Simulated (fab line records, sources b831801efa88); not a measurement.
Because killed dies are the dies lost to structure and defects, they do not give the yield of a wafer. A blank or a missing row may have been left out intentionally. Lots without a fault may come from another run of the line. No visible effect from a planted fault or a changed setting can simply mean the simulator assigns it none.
fab line records / flow sky130
record: lots: 5 wafers: 15 last_day: 50
route steps=708 shown VIA2@519 METAL3@532
lots that met no fault: from a run of the same line without faults
start_h: hours from the record's first day to the start of the lot's first wafer shown / wait_h: hours since the lot's step before / " the same as in the row above / L1.1+2: one row covering several wafers at once / - no value present, or no start provided / * or withheld: withheld / < > ~ a bound
route shown NAME@n: names a module that has steps shown in the file, with the first one's number in the route / usual: the fault-free wafers' mean and standard deviation / same: alike in all rows / chamber/n: place in a boat / sites: readings site by site / _std_site: standard deviation across them / _edge_site: the outer-site mean with the inner-site mean subtracted / radius_mm: how far each site lies from the wafer's centre / mask NAME#n: copy n / behind: the last tool/chamber to shape the wafer / hold: cause of the lot's hold/its duration in hours/its outcome / device: which transistor (n, p or np) failed to switch / end of line: the route-end tests of the same wafers / a step given without rows: its recipe and nothing more / killed: not the wafer's yield, but the dies lost to structure and defects at the first sort / map: dies across one wafer; x = killed, . = not, _ = none there
set.NAME: setting as actually run; set.NAME@STEP: the setting as run at that earlier step / model.NAME: the simulator's own value behind a step, which no gauge read
lots at some steps of the route; a table a step, a row a wafer
services: a tool's chamber out of use, with start hour (start_h, from the record's first day; less than 0 if before it), hours out, and reason
== steps ==
step: SKY_VIA2_CD_MEAS_12
recipe: target_cd_nm: 200
usual: cd_nm: 199.8/1.3
lot.wafer=L174.1 tool=cd_sem-01 chamber=- start_h=881.21 wait_h=- cd_nm=198.7
lot.wafer=L174.2 tool=cd_sem-01 chamber=- start_h=881.21 wait_h=- cd_nm=198.4
lot.wafer=L174.4 tool=cd_sem-01 chamber=- start_h=881.21 wait_h=- cd_nm=199.1
lot.wafer=L177.1 tool=cd_sem-02 chamber=- start_h=902.93 wait_h=- cd_nm=199.8
lot.wafer=L177.5 tool=cd_sem-02 chamber=- start_h=902.93 wait_h=- cd_nm=198.6
lot.wafer=L177.6 tool=cd_sem-02 chamber=- start_h=902.93 wait_h=- cd_nm=198.9
lot.wafer=L184.2 tool=cd_sem-02 chamber=- start_h=944.37 wait_h=- cd_nm=202.1
lot.wafer=L184.3 tool=cd_sem-02 chamber=- start_h=944.37 wait_h=- cd_nm=202.2
lot.wafer=L184.5 tool=cd_sem-02 chamber=- start_h=944.37 wait_h=- cd_nm=201.5
lot.wafer=L182.1 tool=cd_sem-02 chamber=- start_h=946.08 wait_h=- cd_nm=198.9
lot.wafer=L182.5 tool=cd_sem-02 chamber=- start_h=946.08 wait_h=- cd_nm=198.5
lot.wafer=L182.6 tool=cd_sem-02 chamber=- start_h=946.08 wait_h=- cd_nm=198.2
lot.wafer=L193.1 tool=cd_sem-01 chamber=- start_h=1007.35 wait_h=- cd_nm=199.4
lot.wafer=L193.5 tool=cd_sem-01 chamber=- start_h=1007.35 wait_h=- cd_nm=198.2
lot.wafer=L193.6 tool=cd_sem-01 chamber=- start_h=1007.35 wait_h=- cd_nm=199.2
step: SKY_VIA2_OVL_MEAS_13
usual: VIA2_OVL: 0/6.1
lot.wafer=L174.1 tool=overlay-02 chamber=- start_h=881.33 wait_h=0.1 VIA2_OVL[nm]=1
lot.wafer=L174.2 tool=overlay-02 chamber=- start_h=881.33 wait_h=0.1 VIA2_OVL[nm]=-4
lot.wafer=L174.4 tool=overlay-02 chamber=- start_h=881.33 wait_h=0.1 VIA2_OVL[nm]=-3
lot.wafer=L177.1 tool=overlay-02 chamber=- start_h=903.05 wait_h=0.1 VIA2_OVL[nm]=0
lot.wafer=L177.5 tool=overlay-02 chamber=- start_h=903.05 wait_h=0.1 VIA2_OVL[nm]=3
lot.wafer=L177.6 tool=overlay-02 chamber=- start_h=903.05 wait_h=0.1 VIA2_OVL[nm]=-1
lot.wafer=L184.2 tool=overlay-01 chamber=- start_h=944.47 wait_h=0.1 VIA2_OVL[nm]=-6
lot.wafer=L184.3 tool=overlay-01 chamber=- start_h=944.47 wait_h=0.1 VIA2_OVL[nm]=-6
lot.wafer=L184.5 tool=overlay-01 chamber=- start_h=944.47 wait_h=0.1 VIA2_OVL[nm]=2
lot.wafer=L182.1 tool=overlay-01 chamber=- start_h=946.20 wait_h=0.1 VIA2_OVL[nm]=2
lot.wafer=L182.5 tool=overlay-01 chamber=- start_h=946.20 wait_h=0.1 VIA2_OVL[nm]=0
lot.wafer=L182.6 tool=overlay-01 chamber=- start_h=946.20 wait_h=0.1 VIA2_OVL[nm]=-1
lot.wafer=L193.1 tool=overlay-02 chamber=- start_h=1007.47 wait_h=0.1 VIA2_OVL[nm]=-4
lot.wafer=L193.5 tool=overlay-02 chamber=- start_h=1007.47 wait_h=0.1 VIA2_OVL[nm]=-6
lot.wafer=L193.6 tool=overlay-02 chamber=- start_h=1007.47 wait_h=0.1 VIA2_OVL[nm]=-3
step: SKY_VIA2_ETCH_14
recipe: chemistry: N2/H2 target: BARC ion_energy_ev: 200 source_w: 500 bias_w: 100 pressure_mtorr: 30 n2_flow_sccm: 100 h2_flow_sccm: 200 stop_on: SiO2 time_s: 45.9 target_depth_a: 600
step: SKY_VIA2_ETCH_15
recipe: target: SiO2 chemistry: C4F8/O2/Ar target_depth_nm: 546 stop_on: TiN mask_material: KrF-thick source_w: 1500 bias_w: 1200 pressure_mtorr: 40 c4f8_flow_sccm: withheld O2_flow_sccm: 6 Ar_flow_sccm: 300 time_s: 84
usual: oes_product_au: 0.939/0.0052 rf_fwd_power_W: 1491/5.1
lot.wafer=L174.1 tool=rie_diel-01 chamber=2 start_h=881.41 wait_h=0.0 oes_product_au=0.932 rf_fwd_power_W=1489
lot.wafer=L174.2 tool=rie_diel-01 chamber=3 start_h=881.41 wait_h=0.0 oes_product_au=0.954 rf_fwd_power_W=1490
lot.wafer=L174.4 tool=rie_diel-01 chamber=3 start_h=881.41 wait_h=0.0 oes_product_au=0.944 rf_fwd_power_W=1488
lot.wafer=L177.1 tool=rie_diel-04 chamber=3 start_h=903.13 wait_h=0.0 oes_product_au=0.932 rf_fwd_power_W=1492
lot.wafer=L177.5 tool=rie_diel-04 chamber=2 start_h=903.13 wait_h=0.0 oes_product_au=0.942 rf_fwd_power_W=1492
lot.wafer=L177.6 tool=rie_diel-04 chamber=3 start_h=903.13 wait_h=0.0 oes_product_au=0.935 rf_fwd_power_W=1495
lot.wafer=L184.2 tool=rie_diel-04 chamber=2 start_h=944.55 wait_h=0.0 oes_product_au=0.925 rf_fwd_power_W=1485
lot.wafer=L184.3 tool=rie_diel-04 chamber=1 start_h=944.55 wait_h=0.0 oes_product_au=0.936 rf_fwd_power_W=1500
lot.wafer=L184.5 tool=rie_diel-04 chamber=2 start_h=944.55 wait_h=0.0 oes_product_au=0.942 rf_fwd_power_W=1491
lot.wafer=L182.1 tool=rie_diel-01 chamber=1 start_h=946.28 wait_h=0.0 oes_product_au=0.936 rf_fwd_power_W=1503
lot.wafer=L182.5 tool=rie_diel-01 chamber=0 start_h=946.28 wait_h=0.0 oes_product_au=0.936 rf_fwd_power_W=1478
lot.wafer=L182.6 tool=rie_diel-01 chamber=3 start_h=946.28 wait_h=0.0 oes_product_au=0.947 rf_fwd_power_W=1492
lot.wafer=L193.1 tool=rie_diel-02 chamber=3 start_h=1007.55 wait_h=0.0 oes_product_au=0.937 rf_fwd_power_W=1487
lot.wafer=L193.5 tool=rie_diel-02 chamber=1 start_h=1007.55 wait_h=0.0 oes_product_au=0.935 rf_fwd_power_W=1493
lot.wafer=L193.6 tool=rie_diel-02 chamber=2 start_h=1007.55 wait_h=0.0 oes_product_au=0.943 rf_fwd_power_W=1478
step: SKY_VIA2_STRIP_16
recipe: chemistry: O2/N2 power_w: 1400 pressure_mtorr: 1500 platen_temp_c: withheld o2_flow_sccm: 3000 n2_flow_sccm: 300 overash_fraction: 0.5
usual: drypump_motor_current_A: 5.7/0.53 o2_flow_sccm: 2999/8.9 oes_product_au: 0.399/0.0043 strip_time_to_endpoint_s: 4.075/0.029
lot.wafer=L174.1 tool=plasma_asher-04 chamber=0 start_h=881.47 wait_h=0.0 drypump_motor_current_A=4.9 o2_flow_sccm=3004 oes_product_au=0.401 rf_hours_counter_h=80 strip_time_to_endpoint_s=4.105
lot.wafer=L174.2 tool=plasma_asher-04 chamber=1 start_h=881.47 wait_h=0.0 drypump_motor_current_A=6.2 o2_flow_sccm=2995 oes_product_au=0.402 rf_hours_counter_h=80 strip_time_to_endpoint_s=4.050
lot.wafer=L174.4 tool=plasma_asher-04 chamber=1 start_h=881.47 wait_h=0.0 drypump_motor_current_A=6.2 o2_flow_sccm=2997 oes_product_au=0.402 rf_hours_counter_h=- strip_time_to_endpoint_s=4.027
lot.wafer=L177.1 tool=plasma_asher-04 chamber=0 start_h=903.19 wait_h=0.0 drypump_motor_current_A=4.9 o2_flow_sccm=3009 oes_product_au=0.402 rf_hours_counter_h=82 strip_time_to_endpoint_s=4.094
lot.wafer=L177.5 tool=plasma_asher-04 chamber=0 start_h=903.19 wait_h=0.0 drypump_motor_current_A=4.8 o2_flow_sccm=3012 oes_product_au=0.403 rf_hours_counter_h=- strip_time_to_endpoint_s=4.101
lot.wafer=L177.6 tool=plasma_asher-04 chamber=1 start_h=903.19 wait_h=0.0 drypump_motor_current_A=6.2 o2_flow_sccm=3003 oes_product_au=0.401 rf_hours_counter_h=- strip_time_to_endpoint_s=4.126
lot.wafer=L184.2 tool=plasma_asher-01 chamber=0 start_h=944.61 wait_h=0.0 drypump_motor_current_A=5.2 o2_flow_sccm=3008 oes_product_au=0.399 rf_hours_counter_h=107 strip_time_to_endpoint_s=4.093
lot.wafer=L184.3 tool=plasma_asher-01 chamber=1 start_h=944.61 wait_h=0.0 drypump_motor_current_A=6.3 o2_flow_sccm=3006 oes_product_au=0.392 rf_hours_counter_h=- strip_time_to_endpoint_s=4.082
lot.wafer=L184.5 tool=plasma_asher-01 chamber=1 start_h=944.61 wait_h=0.0 drypump_motor_current_A=6.3 o2_flow_sccm=2998 oes_product_au=0.403 rf_hours_counter_h=- strip_time_to_endpoint_s=4.096
lot.wafer=L182.1 tool=plasma_asher-01 chamber=1 start_h=946.34 wait_h=0.0 drypump_motor_current_A=6.3 o2_flow_sccm=3018 oes_product_au=0.392 rf_hours_counter_h=108 strip_time_to_endpoint_s=4.054
lot.wafer=L182.5 tool=plasma_asher-01 chamber=0 start_h=946.34 wait_h=0.0 drypump_motor_current_A=5.2 o2_flow_sccm=2991 oes_product_au=0.393 rf_hours_counter_h=- strip_time_to_endpoint_s=4.053
lot.wafer=L182.6 tool=plasma_asher-01 chamber=1 start_h=946.34 wait_h=0.0 drypump_motor_current_A=6.3 o2_flow_sccm=3003 oes_product_au=0.386 rf_hours_counter_h=- strip_time_to_endpoint_s=4.066
lot.wafer=L193.1 tool=plasma_asher-04 chamber=1 start_h=1007.61 wait_h=0.0 drypump_motor_current_A=6.2 o2_flow_sccm=3012 oes_product_au=0.389 rf_hours_counter_h=90 strip_time_to_endpoint_s=4.059
lot.wafer=L193.5 tool=plasma_asher-04 chamber=1 start_h=1007.61 wait_h=0.0 drypump_motor_current_A=6.2 o2_flow_sccm=3008 oes_product_au=0.400 rf_hours_counter_h=- strip_time_to_endpoint_s=4.075
lot.wafer=L193.6 tool=plasma_asher-04 chamber=0 start_h=1007.61 wait_h=0.0 drypump_motor_current_A=4.9 o2_flow_sccm=2988 oes_product_au=0.401 rf_hours_counter_h=- strip_time_to_endpoint_s=4.037
step: SKY_VIA2_STRIP_17
recipe: chemistry: post_etch_residue_remover time_s: 1200 temp_c: 72.5
step: SKY_VIA2_CLEAN_18
recipe: chemistry: IPA time_s: 180 temp_c: 25
step: SKY_VIA2_CLEAN_19
recipe: chemistry: O3/DIW dry: n2_spin
step: SKY_VIA2_SPUTTER_20
recipe: material: TiN target_thk_nm: 20 chamber_pressure_pa: 5 power_w: 4000 time_s: 80
usual: throttle_valve_pct: 30.1/1
lot.wafer=L174.1 tool=pvd_sputter-01 chamber=- start_h=882.06 wait_h=0.0 throttle_valve_pct=31.0
lot.wafer=L174.2 tool=pvd_sputter-01 chamber=- start_h=882.06 wait_h=0.0 throttle_valve_pct=28.0
lot.wafer=L174.4 tool=pvd_sputter-01 chamber=- start_h=882.06 wait_h=0.0 throttle_valve_pct=29.6
lot.wafer=L177.1 tool=pvd_sputter-02 chamber=- start_h=903.79 wait_h=0.0 throttle_valve_pct=28.6
lot.wafer=L177.5 tool=pvd_sputter-02 chamber=- start_h=903.79 wait_h=0.0 throttle_valve_pct=30.9
lot.wafer=L177.6 tool=pvd_sputter-02 chamber=- start_h=903.79 wait_h=0.0 throttle_valve_pct=30.6
lot.wafer=L184.2 tool=pvd_sputter-03 chamber=- start_h=945.20 wait_h=0.0 throttle_valve_pct=30.8
lot.wafer=L184.3 tool=pvd_sputter-03 chamber=- start_h=945.20 wait_h=0.0 throttle_valve_pct=29.8
lot.wafer=L184.5 tool=pvd_sputter-03 chamber=- start_h=945.20 wait_h=0.0 throttle_valve_pct=31.6
lot.wafer=L182.1 tool=pvd_sputter-01 chamber=- start_h=946.94 wait_h=0.0 throttle_valve_pct=30.4
lot.wafer=L182.5 tool=pvd_sputter-01 chamber=- start_h=946.94 wait_h=0.0 throttle_valve_pct=29.8
lot.wafer=L182.6 tool=pvd_sputter-01 chamber=- start_h=946.94 wait_h=0.0 throttle_valve_pct=30.4
lot.wafer=L193.1 tool=pvd_sputter-02 chamber=- start_h=1008.21 wait_h=0.0 throttle_valve_pct=28.7
lot.wafer=L193.5 tool=pvd_sputter-02 chamber=- start_h=1008.21 wait_h=0.0 throttle_valve_pct=28.7
lot.wafer=L193.6 tool=pvd_sputter-02 chamber=- start_h=1008.21 wait_h=0.0 throttle_valve_pct=31.3
step: SKY_VIA2_CVD_21
recipe: material: W target_thk_nm: 420 time_s: 126.4 temp_c: 400 pressure_torr: 40
usual: heater_power_w: 804/50
lot.wafer=L174.1 tool=cvd_w-02 chamber=0 start_h=882.12 wait_h=0.0 heater_power_w=938
lot.wafer=L174.2 tool=cvd_w-02 chamber=1 start_h=882.12 wait_h=0.0 heater_power_w=792
lot.wafer=L174.4 tool=cvd_w-02 chamber=0 start_h=882.12 wait_h=0.0 heater_power_w=907
lot.wafer=L177.1 tool=cvd_w-01 chamber=1 start_h=903.85 wait_h=0.0 heater_power_w=799
lot.wafer=L177.5 tool=cvd_w-01 chamber=0 start_h=903.85 wait_h=0.0 heater_power_w=765
lot.wafer=L177.6 tool=cvd_w-01 chamber=1 start_h=903.85 wait_h=0.0 heater_power_w=779
lot.wafer=L184.2 tool=cvd_w-01 chamber=0 start_h=945.26 wait_h=0.0 heater_power_w=805
lot.wafer=L184.3 tool=cvd_w-01 chamber=0 start_h=945.26 wait_h=0.0 heater_power_w=751
lot.wafer=L184.5 tool=cvd_w-01 chamber=0 start_h=945.26 wait_h=0.0 heater_power_w=785
lot.wafer=L182.1 tool=cvd_w-01 chamber=1 start_h=947.00 wait_h=0.0 heater_power_w=781
lot.wafer=L182.5 tool=cvd_w-01 chamber=1 start_h=947.00 wait_h=0.0 heater_power_w=779
lot.wafer=L182.6 tool=cvd_w-01 chamber=0 start_h=947.00 wait_h=0.0 heater_power_w=786
lot.wafer=L193.1 tool=cvd_w-01 chamber=1 start_h=1008.27 wait_h=0.0 heater_power_w=794
lot.wafer=L193.5 tool=cvd_w-01 chamber=1 start_h=1008.27 wait_h=0.0 heater_power_w=783
lot.wafer=L193.6 tool=cvd_w-01 chamber=0 start_h=1008.27 wait_h=0.0 heater_power_w=775
step: SKY_VIA2_RS_MEAS_22
recipe: thk_meas_gauge: four-point-probe reads: W_of_VIA2_CVD_21+TiN_of_VIA2_SPUTTER_20
usual: VIA2_W_RS: 0.274/0.0037
lot.wafer=L174.1 tool=film_metro-03 chamber=- start_h=882.25 wait_h=0.1 VIA2_W_RS[ohm/sq]=0.274
lot.wafer=L174.2 tool=film_metro-03 chamber=- start_h=882.25 wait_h=0.1 VIA2_W_RS[ohm/sq]=0.272
lot.wafer=L174.4 tool=film_metro-03 chamber=- start_h=882.25 wait_h=0.1 VIA2_W_RS[ohm/sq]=0.277
lot.wafer=L177.1 tool=film_metro-01 chamber=- start_h=903.98 wait_h=0.1 VIA2_W_RS[ohm/sq]=0.272
lot.wafer=L177.5 tool=film_metro-01 chamber=- start_h=903.98 wait_h=0.1 VIA2_W_RS[ohm/sq]=0.273
lot.wafer=L177.6 tool=film_metro-01 chamber=- start_h=903.98 wait_h=0.1 VIA2_W_RS[ohm/sq]=0.272
lot.wafer=L184.2 tool=film_metro-01 chamber=- start_h=945.41 wait_h=0.1 VIA2_W_RS[ohm/sq]=0.272
lot.wafer=L184.3 tool=film_metro-01 chamber=- start_h=945.41 wait_h=0.1 VIA2_W_RS[ohm/sq]=0.274
lot.wafer=L184.5 tool=film_metro-01 chamber=- start_h=945.41 wait_h=0.1 VIA2_W_RS[ohm/sq]=0.271
lot.wafer=L182.1 tool=film_metro-04 chamber=- start_h=947.13 wait_h=0.1 VIA2_W_RS[ohm/sq]=0.274
lot.wafer=L182.5 tool=film_metro-04 chamber=- start_h=947.13 wait_h=0.1 VIA2_W_RS[ohm/sq]=0.275
lot.wafer=L182.6 tool=film_metro-04 chamber=- start_h=947.13 wait_h=0.1 VIA2_W_RS[ohm/sq]=0.273
lot.wafer=L193.1 tool=film_metro-04 chamber=- start_h=1008.40 wait_h=0.1 VIA2_W_RS[ohm/sq]=0.271
lot.wafer=L193.5 tool=film_metro-04 chamber=- start_h=1008.40 wait_h=0.1 VIA2_W_RS[ohm/sq]=0.268
lot.wafer=L193.6 tool=film_metro-04 chamber=- start_h=1008.40 wait_h=0.1 VIA2_W_RS[ohm/sq]=0.269
step: SKY_VIA2_THK_MEAS_23
recipe: thk_meas_gauge: xrf reads: W_of_VIA2_CVD_21
usual: VIA2_W_THK: 422/7.2
lot.wafer=L174.1 tool=film_metro-03 chamber=- start_h=882.37 wait_h=0.1 VIA2_W_THK[nm]=436
lot.wafer=L174.2 tool=film_metro-03 chamber=- start_h=882.37 wait_h=0.1 VIA2_W_THK[nm]=433
lot.wafer=L174.4 tool=film_metro-03 chamber=- start_h=882.37 wait_h=0.1 VIA2_W_THK[nm]=425
lot.wafer=L177.1 tool=film_metro-01 chamber=- start_h=904.10 wait_h=0.1 VIA2_W_THK[nm]=418
lot.wafer=L177.5 tool=film_metro-01 chamber=- start_h=904.10 wait_h=0.1 VIA2_W_THK[nm]=416
lot.wafer=L177.6 tool=film_metro-01 chamber=- start_h=904.10 wait_h=0.1 VIA2_W_THK[nm]=421
lot.wafer=L184.2 tool=film_metro-01 chamber=- start_h=945.52 wait_h=0.1 VIA2_W_THK[nm]=425
lot.wafer=L184.3 tool=film_metro-01 chamber=- start_h=945.52 wait_h=0.1 VIA2_W_THK[nm]=422
lot.wafer=L184.5 tool=film_metro-01 chamber=- start_h=945.52 wait_h=0.1 VIA2_W_THK[nm]=425
lot.wafer=L182.1 tool=film_metro-04 chamber=- start_h=947.25 wait_h=0.1 VIA2_W_THK[nm]=422
lot.wafer=L182.5 tool=film_metro-04 chamber=- start_h=947.25 wait_h=0.1 VIA2_W_THK[nm]=421
lot.wafer=L182.6 tool=film_metro-04 chamber=- start_h=947.25 wait_h=0.1 VIA2_W_THK[nm]=421
lot.wafer=L193.1 tool=film_metro-04 chamber=- start_h=1008.52 wait_h=0.1 VIA2_W_THK[nm]=430
lot.wafer=L193.5 tool=film_metro-04 chamber=- start_h=1008.52 wait_h=0.1 VIA2_W_THK[nm]=435
lot.wafer=L193.6 tool=film_metro-04 chamber=- start_h=1008.52 wait_h=0.1 VIA2_W_THK[nm]=427
step: SKY_VIA2_CMP_24
recipe: stop_on: SiO2 t_overpolish_s: 20 down_force_psi: 3.5 platen_rpm: 60 target_thk_nm: 0 pad_velocity_m_s: 0.94248
usual: motor_current_A: 11.8/0.95 overpolish_run_s: 20.000/0.0093 time_to_endpoint_s: 98/4.5
same: t_overpolish_s: 20
lot.wafer=L174.1 tool=cmp-02 chamber=0 start_h=882.43 wait_h=0.1 motor_current_A=10.0 overpolish_run_s=19.992 time_to_endpoint_s=94
lot.wafer=L174.4 tool=cmp-02 chamber=1 start_h=882.43 wait_h=0.1 motor_current_A=8.9 overpolish_run_s=19.989 time_to_endpoint_s=98
lot.wafer=L174.2 tool=cmp-02 chamber=3 start_h=882.43 wait_h=0.1 motor_current_A=11.5 overpolish_run_s=20.000 time_to_endpoint_s=92
lot.wafer=L177.1 tool=cmp-01 chamber=3 start_h=904.21 wait_h=0.1 motor_current_A=12.2 overpolish_run_s=19.993 time_to_endpoint_s=105
lot.wafer=L177.6 tool=cmp-01 chamber=2 start_h=904.21 wait_h=0.1 motor_current_A=12.7 overpolish_run_s=20.024 time_to_endpoint_s=104
lot.wafer=L177.5 tool=cmp-01 chamber=3 start_h=904.21 wait_h=0.1 motor_current_A=12.4 overpolish_run_s=19.996 time_to_endpoint_s=104
lot.wafer=L184.2 tool=cmp-01 chamber=1 start_h=945.57 wait_h=0.0 motor_current_A=11.0 overpolish_run_s=20.006 time_to_endpoint_s=97
lot.wafer=L184.3 tool=cmp-01 chamber=3 start_h=945.57 wait_h=0.0 motor_current_A=12.0 overpolish_run_s=20.011 time_to_endpoint_s=99
lot.wafer=L184.5 tool=cmp-01 chamber=1 start_h=945.57 wait_h=0.0 motor_current_A=11.9 overpolish_run_s=19.995 time_to_endpoint_s=100
lot.wafer=L182.1 tool=cmp-01 chamber=1 start_h=947.36 wait_h=0.1 motor_current_A=12.0 overpolish_run_s=20.004 time_to_endpoint_s=97
lot.wafer=L182.5 tool=cmp-01 chamber=0 start_h=947.36 wait_h=0.1 motor_current_A=11.9 overpolish_run_s=19.997 time_to_endpoint_s=91
lot.wafer=L182.6 tool=cmp-01 chamber=1 start_h=947.36 wait_h=0.1 motor_current_A=11.6 overpolish_run_s=0.042 time_to_endpoint_s=157
lot.wafer=L193.1 tool=cmp-02 chamber=0 start_h=1008.58 wait_h=0.1 motor_current_A=10.1 overpolish_run_s=20.008 time_to_endpoint_s=95
lot.wafer=L193.5 tool=cmp-02 chamber=0 start_h=1008.58 wait_h=0.1 motor_current_A=10.9 overpolish_run_s=20.007 time_to_endpoint_s=95
lot.wafer=L193.6 tool=cmp-02 chamber=1 start_h=1008.58 wait_h=0.1 motor_current_A=10.1 overpolish_run_s=19.990 time_to_endpoint_s=97
step: SKY_METAL3_SPUTTER_00
recipe: material: Ti target_thk_nm: 15 power_w: 3000 time_s: 10 chamber_pressure_pa: 0.4
usual: throttle_valve_pct: 30.1/1.2
lot.wafer=L174.1 tool=pvd_sputter-02 chamber=- start_h=882.73 wait_h=0.2 throttle_valve_pct=30.2
lot.wafer=L174.2 tool=pvd_sputter-02 chamber=- start_h=882.73 wait_h=0.2 throttle_valve_pct=30.8
lot.wafer=L174.4 tool=pvd_sputter-02 chamber=- start_h=882.73 wait_h=0.2 throttle_valve_pct=28.3
lot.wafer=L177.1 tool=pvd_sputter-02 chamber=- start_h=904.46 wait_h=0.2 throttle_valve_pct=31.1
lot.wafer=L177.5 tool=pvd_sputter-02 chamber=- start_h=904.46 wait_h=0.2 throttle_valve_pct=28.5
lot.wafer=L177.6 tool=pvd_sputter-02 chamber=- start_h=904.46 wait_h=0.2 throttle_valve_pct=30.4
lot.wafer=L184.2 tool=pvd_sputter-04 chamber=- start_h=945.87 wait_h=0.2 throttle_valve_pct=28.7
lot.wafer=L184.3 tool=pvd_sputter-04 chamber=- start_h=945.87 wait_h=0.2 throttle_valve_pct=31.4
lot.wafer=L184.5 tool=pvd_sputter-04 chamber=- start_h=945.87 wait_h=0.2 throttle_valve_pct=31.4
lot.wafer=L182.1 tool=pvd_sputter-02 chamber=- start_h=947.61 wait_h=0.2 throttle_valve_pct=28.7
lot.wafer=L182.5 tool=pvd_sputter-02 chamber=- start_h=947.61 wait_h=0.2 throttle_valve_pct=31.2
lot.wafer=L193.1 tool=pvd_sputter-04 chamber=- start_h=1008.88 wait_h=0.2 throttle_valve_pct=31.7
lot.wafer=L193.5 tool=pvd_sputter-04 chamber=- start_h=1008.88 wait_h=0.2 throttle_valve_pct=31.6
lot.wafer=L193.6 tool=pvd_sputter-04 chamber=- start_h=1008.88 wait_h=0.2 throttle_valve_pct=28.7
== services ==
tool=rie_diel-02 chamber=2 start_h=858.92 hours=11.4 kind=repair
tool=plasma_asher-01 chamber=- start_h=862.77 hours=2.9 kind=repair
tool=cmp-02 chamber=- start_h=867.97 hours=5.5 kind=pm
tool=cvd_w-01 chamber=1 start_h=881.65 hours=16.4 kind=repair
tool=pvd_sputter-02 chamber=- start_h=883.96 hours=8.4 kind=repair
tool=rie_diel-02 chamber=- start_h=887.58 hours=0.7 kind=repair
tool=pvd_sputter-03 chamber=- start_h=889.65 hours=2.6 kind=repair
tool=plasma_asher-01 chamber=- start_h=891.88 hours=2.3 kind=repair
tool=cvd_w-02 chamber=- start_h=904.00 hours=14.0 kind=pm
tool=cmp-01 chamber=- start_h=912.15 hours=4.0 kind=pm
tool=pvd_sputter-03 chamber=- start_h=919.19 hours=7.1 kind=repair
tool=rie_diel-04 chamber=3 start_h=926.03 hours=1.3 kind=repair
tool=cmp-02 chamber=- start_h=937.50 hours=2.1 kind=repair
tool=rie_diel-04 chamber=- start_h=939.02 hours=0.7 kind=repair
tool=pvd_sputter-03 chamber=- start_h=941.96 hours=1.0 kind=repair
tool=cvd_w-01 chamber=1 start_h=962.51 hours=17.1 kind=repair
tool=plasma_asher-04 chamber=- start_h=971.54 hours=20.2 kind=pm
tool=pvd_sputter-01 chamber=- start_h=972.55 hours=41.2 kind=repair
tool=rie_diel-04 chamber=3 start_h=972.65 hours=1.2 kind=repair
tool=cmp-01 chamber=- start_h=974.23 hours=0.2 kind=repair
tool=rie_diel-04 chamber=1 start_h=976.89 hours=3.0 kind=repair
tool=cvd_w-01 chamber=- start_h=987.04 hours=6.0 kind=pm
tool=plasma_asher-04 chamber=- start_h=991.74 hours=2.8 kind=pm
tool=cmp-02 chamber=- start_h=992.92 hours=11.0 kind=repair
== key ==
first_sign: step: SKY_VIA2_CMP_24 reading: overpolish_run_s direction: down sigmas: 99+ usual: 20.000 struck: 0.042
effect: step: SKY_VIA2_CMP_24 reading: time_to_endpoint_s direction: up sigmas: 13 usual: * struck: *
met_at SKY_VIA2_CMP_24
struck_wafers L182.6
later_rows_left_out L182.6
sort_left_out L182.6
onset_between 945.57 947.36
fault: kind: process_parameter_drift tool: cmp-01 chamber: - onset_h: 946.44 steps: SKY_VIA2_CMP_24 channel: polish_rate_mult offset: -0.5 shape: step end_h: 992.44 scope: struck_wafers_only
sort_left_out: the simulated sort isn't trusted on such a fault, so these wafers' sort isn't shown, and their yield isn't known
later_rows_left_out: the simulator's readings of these wafers behind a module that went badly wrong aren't trusted and aren't shown, but for the sort
